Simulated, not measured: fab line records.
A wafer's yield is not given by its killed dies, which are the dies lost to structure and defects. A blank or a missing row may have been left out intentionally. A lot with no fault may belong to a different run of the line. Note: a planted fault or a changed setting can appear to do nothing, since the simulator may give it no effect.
Code-filled problem report in 8D (eight disciplines) form -- flow sky130 -- the parts of the form that need people (team, actions taken, sign-off) are left out

== 1. WHAT WENT WRONG ==
Mean CONTACT_HDPCVD_THK at SKY_CONTACT_THK_MEAS_03: 678 nm over 9 wafers in 3 lots; fault-free wafers: 564 nm, standard deviation 4.6. Measured from the usual mean, that is +25 standard deviations.
First observed at day 32 23:07: wafer L982.1, on film metro-01. At this step, 36 wafers from 12 lots have a number in the record. The rule behind "out" and "out of limits": a value lying over 4 standard deviations away from the usual mean. The other wafers with a number count as sound.

== 2. WHAT IT IS, WHAT IT ISN'T ==
question,is,is not
which readings at this step,CONTACT_HDPCVD_THK,-
which lots,"L982, L984, L985","L977, L981, L983, L992, L993, L994, L997, L998, L999"
which wafers of those lots,all that have a number,-
read on which gauges,film metro-01,"film metro-03, film metro-04"
when,from day 32 23:07,"up to then (6 sound wafers); but 21 sound wafers of L983, L992, L993, L994, L997, L998, L999 came after"

== 3. WHAT RULES OUT EACH SUSPECT ==
Counting: a tool stays on the suspect list if, at a process step up to the reading, it processed all lots that are out and no sound lot following the first of them.
- ruled out: the gauge at SKY_CONTACT_THK_MEAS_03. All the wafers that are out were read on film metro-01, but those of them that SKY_CONTACT_HDPCVD_02 has rows for are out there too, on other tools.
- hdpcvd-01 at SKY_CONTACT_HDPCVD_02 (deposits SiO2, target thk 565 nm, time 94.2 s): ruled out as a lasting fault. Following L982 (day 32 23:03), the first lot on it that is out, the sound lots L992, L993, L994, L997, L999 were run on it.
Left after counting: nothing in the record.

== 4. THE CAUSE (what the simulator had put in) ==
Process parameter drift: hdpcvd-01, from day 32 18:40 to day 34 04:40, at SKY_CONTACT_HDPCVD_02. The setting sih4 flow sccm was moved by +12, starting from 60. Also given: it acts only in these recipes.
The count ruled it out by mistake, since the rule takes a fault to strike every lot its tool runs from the start of the fault on, and this one did not do so.

== 5. THE CHAIN OF EFFECTS, in route order ==
One row per reading whose mean, taken over the struck wafers that have a number, lies over 3 standard deviations from the usual. Only readings whose record carries a usual standard deviation are examined. hours: median over the lots of the time between each lot's start at the first step of this table that gives one and its start at this step. sigmas: the change, counted in usual standard deviations.
hours,step,reading,usual,on struck wafers,change,sigmas
0,SKY_CONTACT_HDPCVD_02,sih4 flow sccm,60.01 sccm,71.96,+11.95,+63
0,SKY_CONTACT_THK_MEAS_03,CONTACT_HDPCVD_THK,564 nm,678,+114,+25
0,SKY_CONTACT_CMP_04,time to endpoint s,83 s,123,+40,+13
Process steps it contains:
- SKY_CONTACT_HDPCVD_02: deposits SiO2, target thk 565 nm, time 94.2 s.
- SKY_CONTACT_CMP_04: polishes SiO2.

== 6. HOW IT WOULD HAVE BEEN CAUGHT EARLIER ==
In this record the first reading out of limits at a measuring or inspecting step was taken at day 32 23:07, 4 hours after the fault began at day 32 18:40.
Tool's own readings at SKY_CONTACT_HDPCVD_02, sih4 flow sccm: out on all struck wafers the step has rows for; an alarm limit on them would have tripped on the first.
